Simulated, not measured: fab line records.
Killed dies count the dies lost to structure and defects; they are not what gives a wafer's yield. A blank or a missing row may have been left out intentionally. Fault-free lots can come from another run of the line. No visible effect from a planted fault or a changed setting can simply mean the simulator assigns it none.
fab line records	flow sky130
record lots=24	wafers=72	last-day=52
route steps=708 shown VIA1@473 VIA2@520 METAL3@533 CAPM@537
lots that met no fault: from a run of the same line without faults
start-h: hours from the record's opening day to when the first of the lot's shown wafers began	wait-h: how many hours have passed since the lot's step before this one	" identical to the entry in the row above	L1.1+2: a row that stands for several wafers	- no value, or no start given	* or withheld: withheld	< > ~ a bound
route shown NAME@n: names a module that has steps shown in the file, with the first one's number in the route	usual: average and standard deviation across the fault-free wafers	same: alike in all rows	chamber/n: place in a boat	sites: per-site readings	_std_site: standard deviation of those values	_edge_site: mean of outer sites minus mean of inner sites	radius-mm: how far each site lies from the wafer's centre	mask NAME#n: copy n	behind: the most recent tool/chamber to have shaped the wafer	hold: why the lot was held/for how many hours/how that ended	device: which transistor (n, p or np) failed to switch	end of line: tests run on the same wafers once the route is complete	a step given without rows: its recipe and nothing more	killed: the dies lost at the first sort to structure and to defects; this is not the yield of the wafer	map: the dies of a wafer, with x for killed, . for not killed, _ for no die there
set.NAME: the setting that was run; set.NAME@STEP: the one run at that earlier step	model.NAME: the simulator's own value behind a step, which no gauge read
the route's steps for a sample of lots (tables are steps, rows are wafers)
services: a tool's chamber out of use, with start hour (start-h, from the record's first day; less than 0 if before it), hours out, and reason
## steps
# step SKY_VIA1_ETCH_15
# recipe target=SiO2	chemistry=C4F8/O2/Ar	target-depth-nm=351	stop-on=TiN	mask-material=KrF-thick	source-w=1546	bias-w=1200	pressure-mtorr=40	c4f8-flow-sccm=withheld	O2_flow_sccm=6	Ar_flow_sccm=300	time-s=54
# usual oes-product-au=0.985/0.0053
lot.wafer	tool	chamber	start-h	wait-h	oes-product-au	rf-hours-counter-h
L074.1	rie-diel-01	3	815.94	0.0	0.980	20
L074.4	"	0	"	"	0.980	13
L074.5	"	2	"	"	0.991	-
L075.2	rie-diel-04	2	821.10	0.0	0.989	15
L075.3	"	3	"	"	0.980	10
L075.4	"	0	"	"	0.983	13
L076.4	rie-diel-03	0	839.51	0.0	0.990	-
L076.5	"	1	"	"	0.987	-
L076.6	"	3	"	"	0.982	-
L077.3	rie-diel-03	1	855.25	0.0	0.994	15
L077.4	"	3	"	"	0.982	4
L077.6	"	1	"	"	0.984	-
L078.4	rie-diel-03	0	861.74	0.0	0.974	6
L078.5	"	3	"	"	0.986	-
L078.6	"	2	"	"	0.982	-
L079.1	rie-diel-04	3	867.64	0.0	0.993	11
L079.3	"	1	"	"	0.979	14
L079.4	"	2	"	"	0.990	16
L080.1	rie-diel-04	1	874.44	0.0	0.980	14
L080.2	"	2	"	"	0.990	17
L080.5	"	1	"	"	0.980	-
L081.1	rie-diel-03	3	882.10	0.0	0.983	5
L081.2	"	2	"	"	0.980	6
L081.6	"	1	"	"	0.989	-
L082.1	rie-diel-04	2	887.74	0.0	0.989	17
L082.2	"	3	"	"	0.990	11
L082.5	"	0	"	"	0.985	-
L083.1	rie-diel-01	3	900.50	0.0	0.993	22
L083.5	"	2	"	"	0.979	-
L083.6	"	3	"	"	0.990	-
L084.1	rie-diel-01	3	906.14	0.0	0.976	23
L084.3	"	2	"	"	0.983	12
L084.5	"	1	"	"	0.986	-
L085.1	rie-diel-03	1	920.04	0.0	0.983	17
L085.3	"	0	"	"	0.985	7
L085.4	"	3	"	"	0.981	5
L086.2	rie-diel-01	1	922.29	0.0	0.984	11
L086.3	"	2	"	"	0.990	12
L086.4	"	3	"	"	0.988	-
L087.4	rie-diel-01	1	934.11	0.0	0.992	-
L087.5	"	0	"	"	0.975	-
L087.6	"	2	"	"	0.987	-
L088.1	rie-diel-04	0	939.24	0.0	0.989	16
L088.2	"	1	"	"	0.988	16
L088.5	"	1	"	"	0.982	-
L089.1	rie-diel-04	1	943.89	0.0	0.994	16
L089.4	"	3	"	"	0.990	13
L089.6	"	3	"	"	0.993	-
L090.1	rie-diel-04	1	957.49	0.0	0.987	16
L090.2	"	3	"	"	0.997	13
L090.6	"	2	"	"	0.995	-
L091.1	rie-diel-04	3	970.14	0.0	0.987	13
L091.2	"	0	"	"	0.989	17
L091.5	"	2	"	"	0.982	-
L093.1	rie-diel-04	3	978.19	0.0	0.987	14
L093.2	"	2	"	"	0.989	19
L093.5	"	2	"	"	0.983	-
L092.2	rie-diel-03	3	979.99	0.0	0.972	7
L092.4	"	1	"	"	0.975	18
L092.5	"	1	"	"	0.987	-
L094.1	rie-diel-03	2	984.65	0.0	0.980	10
L094.4	"	0	"	"	0.986	9
L094.5	"	2	"	"	0.981	-
L095.2	rie-diel-04	3	992.79	0.0	0.986	14
L095.3	"	1	"	"	0.980	17
L095.6	"	1	"	"	0.986	-
L096.2	rie-diel-01	2	998.14	0.0	0.982	16
L096.3	"	3	"	"	0.992	2
L096.6	"	1	"	"	0.984	-
L097.1	rie-diel-04	1	1002.60	0.0	0.989	18
L097.3	"	2	"	"	0.986	20
L097.6	"	2	"	"	0.996	-
# step SKY_VIA1_CVD_21
# recipe material=W	target-thk-nm=270	time-s=80.902	temp-c=400	pressure-torr=40
# usual heater-power-w=808/83
lot.wafer	tool	chamber	start-h	wait-h	heater-power-w
L074.1	cvd-w-02	1	816.68	0.0	883
L074.4	"	1	"	"	889
L074.5	"	1	"	"	856
L075.2	cvd-w-01	1	821.80	0.0	807
L075.3	"	0	"	"	671
L075.4	"	1	"	"	823
L076.4	cvd-w-01	0	840.25	0.1	675
L076.5	"	0	"	"	677
L076.6	"	1	"	"	820
L077.3	cvd-w-02	1	855.98	0.1	905
L077.4	"	0	"	"	886
L077.6	"	1	"	"	871
L078.4	cvd-w-01	0	862.48	0.1	675
L078.5	"	0	"	"	674
L078.6	"	1	"	"	820
L079.1	cvd-w-01	1	868.34	0.0	813
L079.3	"	0	"	"	668
L079.4	"	1	"	"	803
L080.1	cvd-w-02	1	875.14	0.0	876
L080.2	"	1	"	"	912
L080.5	"	1	"	"	868
L081.1	cvd-w-02	0	882.80	0.0	898
L081.2	"	1	"	"	876
L081.6	"	1	"	"	879
L082.1	cvd-w-01	1	888.46	0.0	801
L082.2	"	0	"	"	679
L082.5	"	0	"	"	689
L083.1	cvd-w-02	0	901.20	0.0	916
L083.5	"	1	"	"	850
L083.6	"	0	"	"	921
L084.1	cvd-w-01	1	906.85	0.0	804
L084.3	"	0	"	"	664
L084.5	"	1	"	"	809
L085.1	cvd-w-01	0	920.78	0.0	679
L085.3	"	1	"	"	805
L085.4	"	0	"	"	670
L086.2	cvd-w-02	1	923.00	0.0	787
L086.3	"	1	"	"	804
L086.4	"	0	"	"	903
L087.4	cvd-w-02	1	934.83	0.1	814
L087.5	"	1	"	"	813
L087.6	"	0	"	"	916
L088.1	cvd-w-01	1	940.04	0.0	815
L088.2	"	0	"	"	664
L088.5	"	0	"	"	686
L089.1	cvd-w-02	0	944.63	0.0	891
L089.4	"	1	"	"	805
L089.6	"	1	"	"	815
L090.1	cvd-w-02	1	958.19	0.0	798
L090.2	"	0	"	"	918
L090.6	"	1	"	"	818
L091.1	cvd-w-02	1	970.84	0.0	824
L091.2	"	0	"	"	914
L091.5	"	0	"	"	899
L093.1	cvd-w-01	0	978.89	0.0	701
L093.2	"	1	"	"	790
L093.5	"	0	"	"	673
L092.2	cvd-w-02	1	980.69	0.0	810
L092.4	"	0	"	"	909
L092.5	"	0	"	"	888
L094.1	cvd-w-01	0	985.35	0.0	687
L094.4	"	1	"	"	787
L094.5	"	0	"	"	683
L095.2	cvd-w-02	1	993.54	0.1	785
L095.3	"	1	"	"	794
L095.6	"	1	"	"	805
L096.2	cvd-w-02	0	998.84	0.0	871
L096.3	"	1	"	"	811
L096.6	"	1	"	"	807
L097.1	cvd-w-01	1	1003.30	0.0	820
L097.3	"	0	"	"	685
L097.6	"	1	"	"	802
# step SKY_VIA1_CMP_24
# recipe stop-on=SiO2	t-overpolish-s=15	down-force-psi=3.5	platen-rpm=60	target-thk-nm=0	pad-velocity-m-s=0.94248
# usual motor-current-A=10.4/0.8	overpolish-run-s=14.999/0.0078	time-to-endpoint-s=64.9/2.9
lot.wafer	tool	chamber	start-h	wait-h	motor-current-A	overpolish-run-s	time-to-endpoint-s
L074.4	cmp-02	0	816.95	0.0	9.6	14.992	65.9
L074.1	"	2	"	"	10.3	15.004	63.2
L074.5	"	1	"	"	11.2	14.993	68.2
L075.2	cmp-02	0	822.13	0.1	9.5	15.000	64.9
L075.4	"	1	"	"	10.4	14.996	65.3
L075.3	"	2	"	"	10.1	15.004	69.5
L076.4	cmp-02	1	840.58	0.1	10.5	15.007	67.7
L076.6	"	0	"	"	9.1	15.003	64.8
L076.5	"	1	"	"	11.3	14.996	67.9
L077.3	cmp-02	2	856.28	0.1	10.0	15.004	61.7
L077.4	"	0	"	"	10.2	15.008	68.0
L077.6	"	2	"	"	10.0	15.010	66.5
L078.4	cmp-02	0	862.72	0.0	9.7	15.005	69.3
L078.5	"	0	"	"	9.6	15.008	68.6
L078.6	"	1	"	"	11.2	15.001	63.0
L079.3	cmp-02	3	868.62	0.0	10.1	14.995	68.1
L079.1	"	0	"	"	9.7	14.998	68.2
L079.4	"	2	"	"	10.7	14.997	65.1
L080.2	cmp-02	3	876.01	0.5	10.7	15.000	62.9
L080.1	"	1	"	"	10.9	15.004	63.4
L080.5	"	2	"	"	10.2	14.990	63.4
L081.1	cmp-02	3	883.18	0.1	10.7	14.993	62.0
L081.2	"	0	"	"	10.3	14.989	63.7
L081.6	"	1	"	"	10.7	15.005	60.5
L082.1	cmp-02	0	888.83	0.1	9.6	14.999	66.9
L082.2	"	1	"	"	11.1	15.008	64.6
L082.5	"	2	"	"	10.1	15.002	64.3
L083.1	cmp-02	3	901.73	0.3	10.3	14.989	64.2
L083.5	"	1	"	"	10.9	15.002	64.7
L083.6	"	2	"	"	9.8	15.004	62.8
L084.1	cmp-01	2	907.12	0.1	9.3	14.998	67.7
L084.3	"	3	"	"	12.8	15.000	68.2
L084.5	"	2	"	"	9.8	14.989	64.2
L085.3	cmp-01	1	921.05	0.0	11.0	15.003	66.0
L085.1	"	2	"	"	9.1	14.986	68.1
L085.4	"	3	"	"	12.5	15.002	65.8
L086.4	cmp-02	0	923.27	0.0	9.9	14.997	62.2
L086.2	"	2	"	"	10.5	14.995	59.0
L086.3	"	3	"	"	10.5	15.001	59.4
L087.4	cmp-02	0	935.22	0.2	10.3	14.992	65.0
L087.5	"	1	"	"	10.9	15.004	60.1
L087.6	"	2	"	"	10.2	15.006	58.6
L088.1	cmp-02	3	940.41	0.1	10.1	14.998	62.9
L088.2	"	0	"	"	9.4	14.984	64.0
L088.5	"	1	"	"	10.9	15.013	65.5
L089.4	cmp-02	3	944.91	0.0	10.0	14.988	64.4
L089.1	"	2	"	"	10.0	14.990	63.2
L089.6	"	0	"	"	9.3	14.989	64.1
L090.1	cmp-01	0	958.56	0.1	9.9	15.006	68.1
L090.2	"	1	"	"	11.3	15.003	63.6
L090.6	"	3	"	"	12.2	15.002	63.4
L091.1	cmp-02	1	971.16	0.1	11.0	15.004	64.1
L091.2	"	2	"	"	9.6	14.990	62.3
L091.5	"	1	"	"	11.3	14.987	63.8
L093.1	cmp-01	3	979.16	0.1	12.6	15.007	64.1
L093.2	"	1	"	"	12.1	15.001	65.0
L093.5	"	0	"	"	9.8	14.994	69.0
L092.2	cmp-02	1	981.01	0.1	10.9	15.014	56.8
L092.4	"	3	"	"	10.2	15.000	67.2
L092.5	"	1	"	"	11.0	14.992	61.6
L094.4	cmp-02	1	985.72	0.1	11.2	15.003	65.9
L094.1	"	2	"	"	10.6	14.998	65.6
L094.5	"	0	"	"	10.0	15.013	69.5
L095.3	cmp-01	1	993.92	0.1	11.8	14.981	66.6
L095.2	"	2	"	"	9.0	14.999	66.4
L095.6	"	1	"	"	11.8	14.996	63.9
L096.2	cmp-02	3	999.21	0.1	10.6	14.987	67.1
L096.3	"	0	"	"	9.8	14.996	69.7
L096.6	"	2	"	"	9.7	15.002	70.2
L097.1	cmp-02	1	1003.57	0.1	10.8	15.020	62.6
L097.3	"	0	"	"	10.2	14.999	65.3
L097.6	"	2	"	"	10.6	15.004	62.3
# step SKY_VIA2_OVL_MEAS_13
# usual VIA2_OVL=-2/6.2
lot.wafer	tool	chamber	start-h	wait-h	VIA2_OVL[nm]
L074.1	overlay-01	-	876.81	0.1	-2
L074.4	"	-	"	"	-3
L074.5	"	-	"	"	0
L075.2	overlay-01	-	881.33	0.1	0
L075.3	"	-	"	"	5
L075.4	"	-	"	"	5
L076.4	overlay-02	-	901.08	0.1	-3
L076.5	"	-	"	"	1
L076.6	"	-	"	"	-2
L077.3	overlay-01	-	916.78	0.1	0
L077.4	"	-	"	"	11
L077.6	"	-	"	"	7
L078.4	overlay-01	-	923.68	0.1	3
L078.5	"	-	"	"	-1
L078.6	"	-	"	"	6
L079.1	overlay-01	-	929.76	0.1	-3
L079.3	"	-	"	"	-4
L079.4	"	-	"	"	-3
L080.1	overlay-01	-	936.07	0.1	6
L080.2	"	-	"	"	-6
L080.5	"	-	"	"	-2
L081.1	overlay-02	-	943.96	0.1	-10
L081.2	"	-	"	"	0
L081.6	"	-	"	"	2
L082.1	overlay-02	-	949.16	0.1	1
L082.2	"	-	"	"	-10
L082.5	"	-	"	"	2
L083.1	overlay-02	-	961.56	0.1	-3
L083.5	"	-	"	"	-6
L083.6	"	-	"	"	-11
L084.1	overlay-01	-	964.87	0.1	0
L084.3	"	-	"	"	1
L084.5	"	-	"	"	-7
L085.1	overlay-01	-	978.76	0.1	8
L085.3	"	-	"	"	3
L085.4	"	-	"	"	0
L086.2	overlay-01	-	980.07	0.1	-3
L086.3	"	-	"	"	-6
L086.4	"	-	"	"	3
L087.4	overlay-02	-	990.53	0.1	4
L087.5	"	-	"	"	-9
L087.6	"	-	"	"	-5
L088.1	overlay-02	-	995.46	0.1	-10
L088.2	"	-	"	"	-2
L088.5	"	-	"	"	-2
L089.1	overlay-01	-	999.37	0.1	7
L089.4	"	-	"	"	2
L089.6	"	-	"	"	5
L090.1	overlay-01	-	1010.56	0.1	-2
L090.2	"	-	"	"	3
L090.6	"	-	"	"	-5
L091.1	overlay-02	-	1022.57	0.1	-13
L091.2	"	-	"	"	1
L091.5	"	-	"	"	-13
L093.1	overlay-01	-	1029.71	0.1	3
L093.2	"	-	"	"	6
L093.5	"	-	"	"	6
L092.2	overlay-01	-	1031.57	0.1	-9
L092.4	"	-	"	"	-10
L092.5	"	-	"	"	-19
L094.1	overlay-02	-	1035.36	0.1	-8
L094.4	"	-	"	"	-5
L094.5	"	-	"	"	-4
L095.2	overlay-02	-	1043.97	0.1	5
L095.3	"	-	"	"	8
L095.6	"	-	"	"	4
L096.2	overlay-02	-	1048.03	0.1	-9
L096.3	"	-	"	"	-9
L096.6	"	-	"	"	-11
L097.1	overlay-02	-	1052.56	0.1	3
L097.3	"	-	"	"	-3
L097.6	"	-	"	"	-6
# step SKY_METAL3_SPUTTER_01
# recipe material=TiN	target-thk-nm=20	power-w=6500	time-s=16.7	chamber-pressure-pa=0.4
# usual chamber-pressure-pa=0.4001/0.00086	throttle-valve-pct=30.0/0.91
lot.wafer	tool	chamber	start-h	wait-h	chamber-pressure-pa	throttle-valve-pct
L074.1	pvd-sputter-03	-	878.46	0.0	0.3995	30.6
L074.4	"	-	"	"	0.4004	30.6
L074.5	"	-	"	"	0.3991	27.5
L075.2	pvd-sputter-04	-	882.76	0.0	0.4011	29.3
L075.3	"	-	"	"	0.4008	29.6
L075.4	"	-	"	"	0.4024	30.7
L076.4	pvd-sputter-01	-	902.92	0.0	0.4018	30.0
L076.5	"	-	"	"	0.4011	29.5
L076.6	"	-	"	"	0.4001	30.6
L077.3	pvd-sputter-03	-	918.20	0.0	0.4000	30.6
L077.4	"	-	"	"	0.3992	27.7
L077.6	"	-	"	"	0.3986	30.0
L078.4	pvd-sputter-04	-	925.13	0.0	0.3999	30.2
L078.5	"	-	"	"	0.3995	29.4
L078.6	"	-	"	"	0.4000	29.6
L079.1	pvd-sputter-04	-	931.27	0.0	0.3999	29.4
L079.3	"	-	"	"	0.4012	31.3
L079.4	"	-	"	"	0.3990	29.3
L080.1	pvd-sputter-04	-	937.58	0.0	0.3995	30.6
L080.2	"	-	"	"	0.4013	29.5
L080.5	"	-	"	"	0.4003	31.3
L081.1	pvd-sputter-01	-	945.40	0.0	0.4007	30.4
L081.2	"	-	"	"	0.3991	29.6
L081.6	"	-	"	"	0.4004	29.5
L082.1	pvd-sputter-03	-	950.59	0.0	0.4014	27.7
L082.2	"	-	"	"	0.3996	30.7
L082.5	"	-	"	"	0.3993	30.8
L083.1	pvd-sputter-01	-	962.99	0.0	0.4006	29.9
L083.5	"	-	"	"	0.3993	29.7
L083.6	"	-	"	"	0.4004	30.7
L084.1	pvd-sputter-03	-	966.30	0.0	0.4020	30.6
L084.3	"	-	"	"	0.4001	27.8
L084.5	"	-	"	"	0.4017	30.8
L085.1	pvd-sputter-04	-	980.19	0.0	0.4000	29.4
L085.3	"	-	"	"	0.4008	31.4
L085.4	"	-	"	"	0.3996	29.8
L086.2	pvd-sputter-01	-	981.49	0.0	0.4003	30.1
L086.3	"	-	"	"	0.4010	30.0
L086.4	"	-	"	"	0.4009	30.7
L087.4	pvd-sputter-04	-	991.98	0.0	0.3997	29.4
L087.5	"	-	"	"	0.3999	29.8
L087.6	"	-	"	"	0.3988	29.5
L088.1	pvd-sputter-01	-	996.92	0.0	0.4008	29.7
L088.2	"	-	"	"	0.3998	30.6
L088.5	"	-	"	"	0.4006	29.9
L089.1	pvd-sputter-04	-	1000.80	0.0	0.3996	31.4
L089.4	"	-	"	"	0.4000	29.9
L089.6	"	-	"	"	0.3999	29.6
L090.1	pvd-sputter-03	-	1011.99	0.0	0.4007	27.9
L090.2	"	-	"	"	0.4002	30.0
L090.6	"	-	"	"	0.3998	30.0
L091.1	pvd-sputter-01	-	1024.04	0.0	0.4010	29.9
L091.2	"	-	"	"	0.3987	30.4
L091.5	"	-	"	"	0.4008	30.1
L093.1	pvd-sputter-04	-	1031.30	0.0	0.4004	29.8
L093.2	"	-	"	"	0.3993	29.7
L093.5	"	-	"	"	0.3996	31.2
L092.2	pvd-sputter-01	-	1033.00	0.0	0.3990	29.2
L092.4	"	-	"	"	0.4005	30.4
L092.5	"	-	"	"	0.3988	29.2
L094.1	pvd-sputter-03	-	1036.83	0.0	0.4000	30.9
L094.4	"	-	"	"	0.3995	30.7
L094.5	"	-	"	"	0.3994	30.8
L095.2	pvd-sputter-03	-	1045.39	0.0	0.3988	31.0
L095.3	"	-	"	"	0.3994	30.1
L095.6	"	-	"	"	0.4011	30.7
L096.2	pvd-sputter-03	-	1049.45	0.0	0.3997	29.8
L096.3	"	-	"	"	0.4018	30.8
L096.6	"	-	"	"	0.4003	30.1
L097.1	pvd-sputter-03	-	1054.00	0.0	0.3995	30.4
L097.3	"	-	"	"	0.4005	30.7
L097.6	"	-	"	"	0.3990	30.3
# step SKY_CAPM_CVD_00
# recipe material=SiO2	target-thk-nm=15.5	temp-c=400	time-s=withheld	rf-w=450
# usual heater-power-w=688/100
lot.wafer	tool	chamber	start-h	wait-h	heater-power-w
L074.1	pecvd-03	2	878.59	0.0	715
L074.4	"	1	"	"	604
L074.5	"	1	"	"	594
L075.2	pecvd-03	1	882.89	0.0	578
L075.3	"	1	"	"	580
L075.4	"	2	"	"	760
L076.4	pecvd-03	1	903.06	0.0	564
L076.5	"	2	"	"	716
L076.6	"	0	"	"	691
L077.3	pecvd-01	1	918.33	0.0	882
L077.4	"	1	"	"	891
L077.6	"	2	"	"	644
L078.4	pecvd-01	0	925.27	0.0	704
L078.5	"	1	"	"	845
L078.6	"	2	"	"	636
L079.1	pecvd-01	1	931.40	0.0	894
L079.3	"	2	"	"	586
L079.4	"	1	"	"	885
L080.1	pecvd-03	0	937.71	0.0	612
L080.2	"	1	"	"	547
L080.5	"	2	"	"	740
L081.1	pecvd-03	0	945.53	0.0	611
L081.2	"	1	"	"	631
L081.6	"	1	"	"	642
L082.1	pecvd-02	1	950.72	0.0	662
L082.2	"	2	"	"	754
L082.5	"	1	"	"	692
L083.1	pecvd-01	2	963.12	0.0	538
L083.5	"	1	"	"	912
L083.6	"	0	"	"	731
L084.1	pecvd-03	2	966.43	0.0	688
L084.3	"	0	"	"	707
L084.5	"	2	"	"	700
L085.1	pecvd-03	2	980.32	0.0	666
L085.3	"	1	"	"	550
L085.4	"	2	"	"	684
L086.2	pecvd-02	1	981.62	0.0	813
L086.3	"	0	"	"	504
L086.4	"	1	"	"	787
L087.4	pecvd-02	2	992.12	0.0	723
L087.5	"	1	"	"	775
L087.6	"	0	"	"	546
L088.1	pecvd-01	0	997.05	0.0	685
L088.2	"	2	"	"	592
L088.5	"	2	"	"	600
L089.1	pecvd-03	1	1000.93	0.0	586
L089.4	"	0	"	"	717
L089.6	"	1	"	"	573
L090.1	pecvd-01	2	1012.12	0.0	593
L090.2	"	0	"	"	835
L090.6	"	0	"	"	796
L091.1	pecvd-03	2	1024.17	0.0	775
L091.2	"	0	"	"	712
L091.5	"	1	"	"	617
L093.1	pecvd-02	0	1031.43	0.0	482
L093.2	"	2	"	"	749
L093.5	"	1	"	"	790
L092.2	pecvd-03	1	1033.13	0.0	617
L092.4	"	0	"	"	606
L092.5	"	1	"	"	606
L094.1	pecvd-03	2	1036.98	0.0	789
L094.4	"	2	"	"	790
L094.5	"	0	"	"	694
L095.2	pecvd-02	2	1045.54	0.0	768
L095.3	"	1	"	"	760
L095.6	"	1	"	"	753
L096.2	pecvd-01	1	1049.58	0.0	871
L096.3	"	0	"	"	743
L096.6	"	2	"	"	670
L097.1	pecvd-02	2	1054.13	0.0	719
L097.3	"	0	"	"	578
L097.6	"	0	"	"	563
## services
tool	chamber	start-h	hours	kind
rie-diel-04	0	797.61	2.8	repair
pvd-sputter-03	-	800.62	10.2	repair
cvd-w-02	1	826.57	2.8	repair
cvd-w-01	-	855.31	0.4	repair
pvd-sputter-04	-	857.28	1.5	repair
cvd-w-02	0	866.81	10.2	repair
rie-diel-04	0	871.89	8.4	repair
pecvd-03	0	877.49	11.5	repair
pvd-sputter-04	-	888.79	5.0	repair
rie-diel-04	2	889.66	3.1	repair
cvd-w-02	-	904.00	14.0	pm
cmp-02	-	912.25	4.0	pm
pvd-sputter-04	-	951.74	1.5	repair
pecvd-03	2	952.77	7.9	repair
pecvd-03	1	962.27	7.1	repair
cmp-02	-	963.54	2.3	repair
pecvd-03	0	976.33	7.3	repair
cvd-w-02	0	991.04	2.6	repair
pvd-sputter-03	-	995.65	5.8	repair
pvd-sputter-03	-	1008.55	3.4	repair
cmp-02	-	1016.83	10.2	pm
pvd-sputter-04	-	1024.35	2.1	repair
rie-diel-04	3	1036.15	5.4	repair
cmp-02	-	1050.87	0.5	repair
## key
fault none
